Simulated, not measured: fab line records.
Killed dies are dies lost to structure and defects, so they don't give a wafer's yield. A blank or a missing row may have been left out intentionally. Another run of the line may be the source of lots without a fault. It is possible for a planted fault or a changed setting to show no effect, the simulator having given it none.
Which tool is to blame?	flow sky130	24 lots, 72 wafers sampled, at 6 steps of a route of 708

WHAT THE GAUGES READ, wafer by wafer
SKY_VIA2_BOW_MEAS_03. Usual: VIA2_BOW 87 um, standard deviation 8.
lot	measured	on	VIA2_BOW (um)	flag
L074	day 35 12:23	film-metro-02	84 74 101	
L075	day 36 01:32	film-metro-02	85 86 83	
L076	day 36 15:14	film-metro-02	82 95 87	
L077	day 36 18:08	film-metro-03	92 87 81	
L078	day 36 20:26	film-metro-03	97 93 94	
L079	day 37 12:05	film-metro-03	79 82 72	
L080	day 38 06:28	film-metro-02	87 86 87	
L082	day 38 07:14	film-metro-01	85 94 83	
L081	day 38 11:38	film-metro-02	80 84 92	
L083	day 38 17:00	film-metro-03	85 87 78	
L084	day 39 02:19	film-metro-01	86 68 78	
L086	day 39 04:28	film-metro-02	85 77 91	
L087	day 39 06:24	film-metro-02	93 94 86	
L085	day 39 08:07	film-metro-02	91 77 78	
L088	day 39 16:41	film-metro-02	82 91 92	
L089	day 40 01:35	film-metro-02	98 84 89	
L090	day 40 01:49	film-metro-03	101 97 96	
L091	day 40 17:28	film-metro-03	70 87 75	
L092	day 41 01:11	film-metro-03	97 82 100	
L094	day 41 03:58	film-metro-03	82 82 82	
L093	day 41 05:28	film-metro-02	80 90 92	
L095	day 41 15:46	film-metro-02	93 93 88	
L097	day 42 01:14	film-metro-03	78 85 69	
L096	day 42 03:41	film-metro-02	80 83 67	

SKY_VIA2_OVL_MEAS_13. Usual: VIA2_OVL 2 nm, standard deviation 4.7.
lot	measured	on	VIA2_OVL (nm)	flag
L074	day 36 14:37	overlay-01	4 11 2	
L075	day 37 03:39	overlay-02	0 9 -1	
L076	day 37 17:50	overlay-02	2 8 8	
L077	day 37 20:37	overlay-01	-3 3 -4	
L078	day 37 22:39	overlay-02	4 7 6	
L079	day 38 13:24	overlay-02	2 0 -1	
L080	day 39 07:07	overlay-01	5 4 6	
L082	day 39 08:03	overlay-01	6 1 7	
L081	day 39 12:28	overlay-01	14 13 11	
L083	day 39 17:47	overlay-01	-2 -11 -1	
L084	day 40 03:00	overlay-02	3 1 -1	
L086	day 40 05:22	overlay-01	4 7 -4	
L087	day 40 06:50	overlay-02	3 2 -3	
L085	day 40 08:43	overlay-02	-2 1 5	
L088	day 40 16:57	overlay-02	4 1 1	
L089	day 41 01:49	overlay-02	-4 1 -4	
L090	day 41 01:58	overlay-01	-4 -3 -6	
L091	day 41 17:04	overlay-02	2 -1 -5	
L092	day 42 01:46	overlay-02	3 7 2	
L094	day 42 04:11	overlay-01	-7 -5 -4	
L093	day 42 05:32	overlay-02	-8 0 -3	
L095	day 42 15:55	overlay-01	-6 -3 -1	
L097	day 43 00:33	overlay-01	4 7 -1	
L096	day 43 03:05	overlay-02	-1 3 9	

SKY_CAPM_OVL_MEAS_12. Usual: CAPM_OVL 1.3 nm, standard deviation 1.2.
lot	measured	on	CAPM_OVL (nm)	flag
L074	day 37 18:17	overlay-02	0.7 0.9 2.7	
L075	day 38 07:01	overlay-01	1.8 1.0 0.4	
L076	day 38 21:01	overlay-01	2.9 1.0 2.7	
L077	day 38 23:24	overlay-02	2.0 2.7 1.2	
L078	day 39 01:16	overlay-01	2.9 1.9 2.3	
L079	day 39 15:32	overlay-02	-0.3 2.3 2.0	
L080	day 40 08:38	overlay-02	1.2 2.9 2.5	
L082	day 40 09:13	overlay-01	0.3 1.1 -0.3	
L081	day 40 13:43	overlay-01	0.2 -0.4 -0.3	
L083	day 40 19:20	overlay-02	1.0 1.8 1.4	
L084	day 41 04:40	overlay-01	0.9 2.6 1.8	
L086	day 41 07:29	overlay-02	0.9 0.5 2.4	
L087	day 41 08:56	overlay-01	0.1 2.5 1.9	
L085	day 41 10:37	overlay-02	0.1 -0.4 0.4	
L088	day 41 18:11	overlay-02	4.6 3.1 1.7	
L089	day 42 02:50	overlay-02	0.7 -0.8 -0.9	
L090	day 42 03:08	overlay-01	0.1 2.2 0.1	
L091	day 42 18:35	overlay-01	1.3 0.2 1.6	
L092	day 43 02:34	overlay-02	3.1 1.2 2.0	
L094	day 43 04:52	overlay-02	0.0 0.6 0.4	
L093	day 43 06:50	overlay-02	2.3 1.9 1.3	
L095	day 43 16:14	overlay-02	-1.1 1.4 2.1	
L097	day 44 00:11	overlay-01	0.9 1.8 1.6	
L096	day 44 02:17	overlay-02	0.7 1.3 0.9	

SKY_CAP2M_RS_MEAS_03: uses a four-point probe to measure. Usual: CAP2M_TIN_RS 6.91 ohm/sq, standard deviation 0.09.
lot	measured	on	CAP2M_TIN_RS (ohm/sq)	flag
L074	day 40 01:10	film-metro-02	6.93 6.97 6.99	
L075	day 40 11:44	film-metro-03	6.98 6.78 6.96	
L076	day 41 02:32	film-metro-04	6.82 6.75 6.80	
L077	day 41 04:08	film-metro-02	6.80 6.79 6.78	
L078	day 41 06:03	film-metro-02	7.05 7.00 7.02	
L079	day 41 19:35	film-metro-02	6.82 6.91 6.88	
L080	day 42 12:09	film-metro-02	6.96 6.97 6.98	
L082	day 42 13:02	film-metro-04	6.91 6.90 6.99	
L081	day 42 16:58	film-metro-04	6.98 6.80 6.94	
L083	day 42 23:28	film-metro-02	6.93 6.82 6.83	
L084	day 43 08:00	film-metro-03	6.92 6.83 6.97	
L086	day 43 10:44	film-metro-03	7.16 6.98 7.15	
L087	day 43 12:10	film-metro-04	6.98 6.76 6.83	
L085	day 43 13:11	film-metro-02	6.88 7.01 6.85	
L088	day 43 19:41	film-metro-03	6.89 6.89 6.96	
L089	day 44 04:44	film-metro-02	6.88 6.78 6.72	
L090	day 44 05:12	film-metro-02	6.81 6.76 6.84	
L091	day 44 19:38	film-metro-02	6.97 6.99 7.01	
L092	day 45 03:54	film-metro-03	6.84 6.80 6.79	
L094	day 45 05:19	film-metro-02	6.98 6.97 6.98	
L093	day 45 06:14	film-metro-04	6.95 7.02 7.04	
L095	day 45 15:59	film-metro-02	7.00 6.87 6.99	
L097	day 45 23:31	film-metro-04	6.88 6.92 6.84	
L096	day 46 01:16	film-metro-03	6.82 7.01 6.85	

EACH LOT AND THE TOOL THAT RAN IT (in order: tool; ch and the chambers of the sampled wafers; start)
lot	SKY_METAL1_SPUTTER_03	SKY_VIA2_CMP_02
L074	pvd-sputter-02, day 31 22:22	cmp-02 ch 0,2,3, day 35 12:10
L075	pvd-sputter-01, day 32 12:14	cmp-02 ch 0,1,3, day 36 01:20
L076	pvd-sputter-01, day 33 02:04	cmp-01 ch 0,3, day 36 14:56
L077	pvd-sputter-02, day 33 06:05	cmp-01 ch 0,1,2, day 36 17:55
L078	pvd-sputter-03, day 33 09:43	cmp-01 ch 1,2, day 36 20:07
L079	pvd-sputter-02, day 34 01:07	cmp-02 ch 0,2, day 37 11:49
L080	pvd-sputter-03, day 34 19:51	cmp-01 ch 0,1,3, day 38 06:08
L082	pvd-sputter-02, day 34 20:10	cmp-01 ch 1,2,3, day 38 07:02
L081	pvd-sputter-02, day 35 00:58	cmp-02 ch 0,1,2, day 38 11:26
L083	pvd-sputter-01, day 35 06:08	cmp-02 ch 0,2,3, day 38 16:41
L084	pvd-sputter-01, day 35 17:17	cmp-02 ch 0,2, day 39 02:02
L086	pvd-sputter-02, day 35 19:26	cmp-01 ch 1,2, day 39 04:11
L087	pvd-sputter-02, day 35 21:41	cmp-01 ch 0,2, day 39 06:06
L085	pvd-sputter-01, day 35 22:08	cmp-02 ch 1,2,3, day 39 07:50
L088	pvd-sputter-02, day 36 08:23	cmp-01 ch 0,1,3, day 39 16:29
L089	pvd-sputter-02, day 36 17:01	cmp-01 ch 0,1, day 40 01:14
L090	pvd-sputter-01, day 36 17:56	cmp-02 ch 0,2,3, day 40 01:32
L091	pvd-sputter-01, day 37 10:19	cmp-01 ch 0,1,3, day 40 17:14
L092	pvd-sputter-01, day 37 18:25	cmp-01 ch 0,2,3, day 41 00:56
L094	pvd-sputter-02, day 37 21:07	cmp-01 ch 0,2,3, day 41 03:43
L093	pvd-sputter-03, day 37 23:08	cmp-02 ch 0,1,3, day 41 05:10
L095	pvd-sputter-02, day 38 10:20	cmp-01 ch 0,2, day 41 15:29
L097	pvd-sputter-01, day 38 20:16	cmp-01 ch 0,3, day 42 00:56
L096	pvd-sputter-03, day 38 21:34	cmp-01 ch 0,2,3, day 42 03:23
- SKY_METAL1_SPUTTER_03: material Ti, target thk 5 nm, time 3.3 s.
- SKY_VIA2_CMP_02: polishes SiO2.

AS READ BY THE TOOLS THEMSELVES (means over the sampled wafers that have a number; for cases with no such wafer, the mark the record gives instead)
SKY_METAL1_SPUTTER_03. Usual: throttle-valve-pct at 29.9 %, with a standard deviation of 0.89.
lot	tool	throttle-valve-pct (%)	flag
L074	pvd-sputter-02	30.5	
L075	pvd-sputter-01	30.4	
L076	pvd-sputter-01	30.1	
L077	pvd-sputter-02	28.6	
L078	pvd-sputter-03	29.8	
L079	pvd-sputter-02	29.3	
L080	pvd-sputter-03	30.0	
L082	pvd-sputter-02	29.4	
L081	pvd-sputter-02	30.4	
L083	pvd-sputter-01	30.4	
L084	pvd-sputter-01	30.3	
L086	pvd-sputter-02	30.4	
L087	pvd-sputter-02	30.1	
L085	pvd-sputter-01	30.4	
L088	pvd-sputter-02	30.2	
L089	pvd-sputter-02	29.3	
L090	pvd-sputter-01	30.5	
L091	pvd-sputter-01	30.2	
L092	pvd-sputter-01	30.4	
L094	pvd-sputter-02	29.2	
L093	pvd-sputter-03	29.7	
L095	pvd-sputter-02	28.5	
L097	pvd-sputter-01	30.4	
L096	pvd-sputter-03	29.7	

SKY_VIA2_CMP_02. Usual: head-pressure-psi 3.999 psi, standard deviation 0.0097; motor-current-A 12.0 A, standard deviation 1.
lot	tool	head-pressure-psi (psi)	motor-current-A (A)	flag
L074	cmp-02	4.001	11.9	
L075	cmp-02	4.004	11.8	
L076	cmp-01	4.001	12.4	
L077	cmp-01	3.987	12.2	
L078	cmp-01	3.998	12.5	
L079	cmp-02	3.997	11.6	
L080	cmp-01	3.999	12.6	
L082	cmp-01	3.995	12.3	
L081	cmp-02	4.005	11.6	
L083	cmp-02	4.004	11.7	
L084	cmp-02	4.004	11.2	
L086	cmp-01	4.009	12.5	
L087	cmp-01	4.004	11.1	
L085	cmp-02	4.004	12.2	
L088	cmp-01	4.008	12.3	
L089	cmp-01	4.003	12.8	
L090	cmp-02	4.006	12.1	
L091	cmp-01	4.005	12.6	
L092	cmp-01	4.002	11.4	
L094	cmp-01	3.992	11.9	
L093	cmp-02	3.992	11.7	
L095	cmp-01	4.000	11.1	
L097	cmp-01	3.995	11.7	
L096	cmp-01	3.992	11.9	

THE ANSWER, worked out from the rows above alone
Rule: a lot counts as off when the mean over its wafers that have a number is more than 3 standard deviations away from the usual mean. Also off: a lot with no number at a reading for which 4 or more lots have one. The other lots that the step has rows for count as sound. Order of review: gauges by route order, followed by the tools' own readings, for which a lot's mean as printed above is used. At the first step where some lot is off, the reading lying furthest off is the one used; lots without a number count as furthest.
No lot is off at any reading shown: from this, nothing can be told.

WHAT WAS PUT IN BY THE SIMULATOR
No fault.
